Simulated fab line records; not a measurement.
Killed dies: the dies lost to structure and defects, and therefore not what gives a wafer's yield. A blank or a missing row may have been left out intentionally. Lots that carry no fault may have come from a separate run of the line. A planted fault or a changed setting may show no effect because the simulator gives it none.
Matching of chambers | flow sfq line | 4 sister chambers for SFQ_TRILAYER_L0_VIA_ETCH_VIA_ETCH_016 on rie diel-03
The step etches SiO2 in CHF3, stops on MoNx KI, target depth 80 nm. 4 wafers are shown with their chamber, then 7 later ones without.

== WAFERS WITH THEIR CHAMBER ==
wafer  | chamber | rf fwd power W (W)
L735.5 | 1       | 491.3
L745.6 | 2       | 494.9
L746.3 | 0       | 493.8
L746.5 | 3       | 495.7

== WAFERS WITHOUT THEIR CHAMBER ==
wafer  | rf fwd power W (W)
L749.1 | 493.3
L749.3 | 495.3
L749.6 | 493.6
L751.3 | 492.6
L751.5 | 491.9
L752.3 | 495.9
L752.5 | 497.2

== THE CHAMBER EACH PASSED THROUGH ==
wafer  | from the rows above          | in truth
L749.1 | can't be placed: 0 or 2 or 1 | 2
L749.3 | can't be placed: 3 or 2 or 0 | 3
L749.6 | can't be placed: 0 or 2      | 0
L751.3 | can't be placed: 0 or 1 or 2 | 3
L751.5 | can't be placed: 1 or 0      | 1
L752.3 | can't be placed: 3 or 2      | 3
L752.5 | can't be placed: 3 or 2      | 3
Correctly placed: 0 of 7. Cannot be placed on the basis of these rows: 7; the candidates contain the true chamber in 6. Wrongly placed: 0.
How it was worked out, from the rows above alone: a wafer's distance from a chamber is the root of the sum, over the readings, of the square of ((its reading less the chamber's mean) divided by the reading's scatter). If the next closest chamber is less than 2 further off than the closest, the wafer can't be placed; otherwise it belongs to the closest. For every chamber, the mean is computed from those of its wafers that are shown. The scatter: with one shown wafer a chamber, the root of the mean of the squares of how far each hidden wafer lies from its nearest shown one.
